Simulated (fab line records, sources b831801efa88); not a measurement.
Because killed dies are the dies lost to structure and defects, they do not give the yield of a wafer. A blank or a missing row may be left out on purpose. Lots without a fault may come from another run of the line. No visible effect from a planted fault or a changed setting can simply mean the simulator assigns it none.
2 desks, one fault :: flow gf180mcu :: each desk holds nothing but its own numbers, with what lay behind them at the end

== METROLOGY DESK ==
Means of the sampled wafers that have a number, per lot and without regard to the tool the lot ran on: this is what the gauges read. Marked OUT: a lot whose mean sits more than 4 standard deviations from the usual mean, which makes it out of limits; the brackets give that distance.
Columns: A = POLY_GATE_CVD_00_THK at GF_POLY_GATE_THK_MEAS_01, usual 200.2 nm; B = cd_nm at GF_POLY_GATE_CD_MEAS_10, usual 280.1 nm
lot: L183
first seen here: day 10 08:33
A: 201.9
B: 280.6

lot: L184
first seen here: day 10 18:13
A: 200.8
B: -

lot: L185
first seen here: day 11 09:33
A: 199.9
B: -

lot: L186
first seen here: day 11 15:49
A: 200.0
B: 279.4

lot: L194
first seen here: day 13 13:20
A: 198.9
B: 281.3

lot: L200
first seen here: day 15 03:24
A: 195.9
B: 280.3
Result from this desk: across the 6 lots, nothing is out of limits.

== THE TOOL OWNER'S DESK: litho_track-03 ==
The tool's own readings at GF_POLY_GATE_DEVELOP_09 (develop time 60 s): means of the sampled wafers that have a number, for each lot that ran on this tool. Marked OUT: a lot whose mean sits more than 4 standard deviations from the usual mean, which makes it out of limits; the brackets give that distance.
Columns: A = chill_plate_temp_C at GF_POLY_GATE_DEVELOP_09, usual 22.99 C; B = resist_line_temp_C at GF_POLY_GATE_DEVELOP_09, usual 22.99 C
lot: L183
first seen here: day 11 01:14
A: 22.94
B: 22.99

lot: L200
first seen here: day 16 00:26
A: 22.97
B: 22.98
Result from this desk: across the 2 lots, nothing is out of limits.

== PUT TOGETHER ==
Metrology desk: nothing out of limits seen.
Nothing out of limits was seen by the tool owner's desk.

== WHAT THE SIMULATOR PUT IN ==
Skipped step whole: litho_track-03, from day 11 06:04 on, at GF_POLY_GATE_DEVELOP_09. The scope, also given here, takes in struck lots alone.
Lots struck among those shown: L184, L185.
